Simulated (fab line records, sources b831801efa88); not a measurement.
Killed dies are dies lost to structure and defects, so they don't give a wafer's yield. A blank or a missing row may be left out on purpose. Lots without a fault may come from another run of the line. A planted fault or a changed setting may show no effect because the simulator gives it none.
Which tool did it? | flow sky130 | 14 lots, 42 wafers sampled, at 4 steps of a route of 708

WHAT THE GAUGES READ, wafer by wafer
SKY_CAPM_OVL_MEAS_12. Usual: CAPM_OVL 0.6 nm, standard deviation 1.2.
lot  | measured     | on         | CAPM_OVL (nm)  | flag
L573 | day 37 11:39 | overlay-01 | -0.2 -0.4 -0.4 |
L574 | day 37 14:01 | overlay-02 | 1.1 0.0 -0.8   |
L575 | day 38 05:15 | overlay-01 | 0.3 0.6 0.4    |
L577 | day 38 19:06 | overlay-01 | -0.7 -0.2 -0.9 |
L578 | day 38 20:36 | overlay-02 | 0.4 -0.4 0.8   |
L580 | day 39 18:45 | overlay-02 | 1.7 3.0 1.2    |
L581 | day 39 23:08 | overlay-01 | -0.5 0.4 0.9   |
L582 | day 40 06:05 | overlay-02 | 1.1 1.3 1.2    |
L583 | day 40 12:00 | overlay-01 | 0.0 1.0 -0.5   |
L592 | day 43 04:19 | overlay-01 | 0.6 1.1 1.6    |
L593 | day 43 10:42 | overlay-02 | 1.6 2.3 2.8    |
L594 | day 43 18:00 | overlay-02 | 0.4 2.2 -0.3   |
L595 | day 44 00:47 | overlay-02 | 1.5 2.4 1.5    |
L596 | day 44 10:00 | overlay-01 | 1.0 1.1 0.1    |

SKY_VIA3_CD_MEAS_12: target cd 200 nm. Usual: cd_nm 200.1 nm, standard deviation 1.8.
lot  | measured     | on        | cd_nm (nm)        | flag
L573 | day 39 16:35 | cd_sem-02 | 200.9 201.6 201.3 |
L574 | day 39 17:53 | cd_sem-01 | 199.6 200.7 201.2 |
L575 | day 40 11:13 | cd_sem-01 | 203.5 203.4 202.3 |
L577 | day 40 22:04 | cd_sem-01 | 199.1 200.9 201.4 |
L578 | day 40 23:16 | cd_sem-01 | 199.4 200.0 200.9 |
L580 | day 41 21:02 | cd_sem-02 | 202.8 203.2 202.3 |
L581 | day 42 00:47 | cd_sem-02 | 200.0 200.4 199.1 |
L582 | day 42 08:54 | cd_sem-02 | 201.8 202.8 201.6 |
L583 | day 42 13:08 | cd_sem-02 | 199.1 198.6 199.8 |
L592 | day 45 03:24 | cd_sem-01 | 176.8 195.6 176.8 | OFF
L593 | day 45 09:20 | cd_sem-01 | 197.6 178.4 198.4 | OFF
L594 | day 45 16:25 | cd_sem-01 | 197.9 198.4 198.9 |
L595 | day 45 22:54 | cd_sem-01 | 200.0 199.7 199.2 |
L596 | day 46 06:53 | cd_sem-02 | 198.5 199.7 198.6 |

WHICH TOOL RAN EACH LOT (tool, then ch and the chambers of the sampled wafers, then the start)
lot  | SKY_METAL3_ETCH_16                | SKY_VIA3_EXPOSE_09
L573 | rie_metal-01 ch 0,1, day 38 14:14 | krf_scanner-01 ch 0, day 39 04:18
L574 | rie_metal-03 ch 0,1, day 38 15:52 | krf_scanner-02 ch 0, day 39 06:01
L575 | rie_metal-03 ch 0,1, day 39 07:30 | krf_scanner-02 ch 0, day 39 23:07
L577 | rie_metal-03 ch 0, day 39 20:52   | krf_scanner-02 ch 0, day 40 10:07
L578 | rie_metal-03 ch 0,1, day 39 21:49 | krf_scanner-02 ch 0, day 40 11:43
L580 | rie_metal-04 ch 0,1, day 40 19:56 | krf_scanner-02 ch 0, day 41 09:36
L581 | rie_metal-01 ch 0,1, day 40 23:59 | krf_scanner-02 ch 0, day 41 13:56
L582 | rie_metal-03 ch 1, day 41 07:11   | krf_scanner-02 ch 0, day 41 20:59
L583 | rie_metal-01 ch 0,1, day 41 12:22 | krf_scanner-02 ch 0, day 42 01:17
L592 | rie_metal-04 ch 0,1, day 44 04:02 | krf_scanner-02 ch 0, day 44 17:21
L593 | rie_metal-01 ch 0,1, day 44 10:29 | krf_scanner-02 ch 0, day 44 22:59
L594 | rie_metal-01 ch 0,1, day 44 17:25 | krf_scanner-01 ch 0, day 45 05:40
L595 | rie_metal-03 ch 0,1, day 45 00:26 | krf_scanner-01 ch 0, day 45 13:06
L596 | rie_metal-01 ch 1, day 45 08:38   | krf_scanner-01 ch 0, day 45 20:53
- SKY_METAL3_ETCH_16: etches BARC in N2/H2, stops on SiO2, time 88.2 s, target depth 60 nm.
- SKY_VIA3_EXPOSE_09: exposes mask VIM3, target cd 200 nm.

WHAT THE TOOLS THEMSELVES READ (means of the sampled wafers that have a number; where no wafer has one, the mark that the record gives instead)
SKY_METAL3_ETCH_16. Usual: bias_w 100.0 W, standard deviation 0.32; chamber_pressure_mTorr 30.004 mTorr, standard deviation 0.025; drypump_motor_current_A 5.76 A, standard deviation 0.21; oes_product_au 0.626 a.u., standard deviation 0.0052; throttle_valve_pct 13.205 %, standard deviation 0.0086.
lot  | tool         | bias_w (W) | chamber_pressure_mTorr (mTorr) | drypump_motor_current_A (A) | oes_product_au (a.u.) | throttle_valve_pct (%) | flag
L573 | rie_metal-01 | 100.2      | 29.987                         | 5.68                        | 0.625                 | 13.208                 |
L574 | rie_metal-03 | 100.4      | 29.978                         | 5.84                        | 0.625                 | 13.204                 |
L575 | rie_metal-03 | 100.1      | 30.011                         | 5.81                        | 0.626                 | 13.209                 |
L577 | rie_metal-03 | 99.7       | 30.001                         | 5.82                        | 0.624                 | 13.204                 |
L578 | rie_metal-03 | 99.8       | 29.979                         | 5.83                        | 0.618                 | 13.205                 |
L580 | rie_metal-04 | 100.2      | 30.025                         | 5.70                        | 0.629                 | 13.204                 |
L581 | rie_metal-01 | 100.1      | 30.042                         | 5.67                        | 0.629                 | 13.201                 |
L582 | rie_metal-03 | 100.1      | 30.012                         | 5.80                        | 0.619                 | 13.203                 |
L583 | rie_metal-01 | 100.2      | 30.017                         | 5.68                        | 0.627                 | 13.199                 |
L592 | rie_metal-04 | 100.1      | 29.994                         | 5.73                        | 0.626                 | 13.203                 |
L593 | rie_metal-01 | 100.0      | 30.007                         | 5.78                        | 0.629                 | 13.210                 |
L594 | rie_metal-01 | 99.7       | 29.990                         | 5.79                        | 0.626                 | 13.206                 |
L595 | rie_metal-03 | 99.7       | 30.023                         | 5.84                        | 0.621                 | 13.204                 |
L596 | rie_metal-01 | 99.9       | 30.016                         | 5.56                        | 0.633                 | 13.208                 |

THE ANSWER, worked out from the rows above alone
Rule: a lot is off if the mean of its wafers that have a number lies more than 3 standard deviations from the usual mean. A lot without any number at a reading at which 4 lots or more have one is off too. The other lots that the step has rows for count as sound. The gauges are gone through in route order, then the tools' own readings, and for those a lot's mean is taken as printed above. The first step at which some lot is off is used, and at that step the reading that is off furthest; a lot without a number counts as furthest.
Off: L592, L593, at SKY_VIA3_CD_MEAS_12 (cd_nm).
A tool fits if, at a process step before that reading, it ran every lot that is off, and no sound lot after the first of them. The gauges at SKY_VIA3_CD_MEAS_12 are tried like those tools. One fits: krf_scanner-02 at SKY_VIA3_EXPOSE_09. Its last sound lot is L583 (day 42 01:17), its first lot that is off L592 (day 44 17:21): a fault that began between those two fits.

WHAT THE SIMULATOR HAD PUT IN
Process parameter drift: krf_scanner-02, from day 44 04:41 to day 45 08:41, at SKY_VIA3_EXPOSE_09. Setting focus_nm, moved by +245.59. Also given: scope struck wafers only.
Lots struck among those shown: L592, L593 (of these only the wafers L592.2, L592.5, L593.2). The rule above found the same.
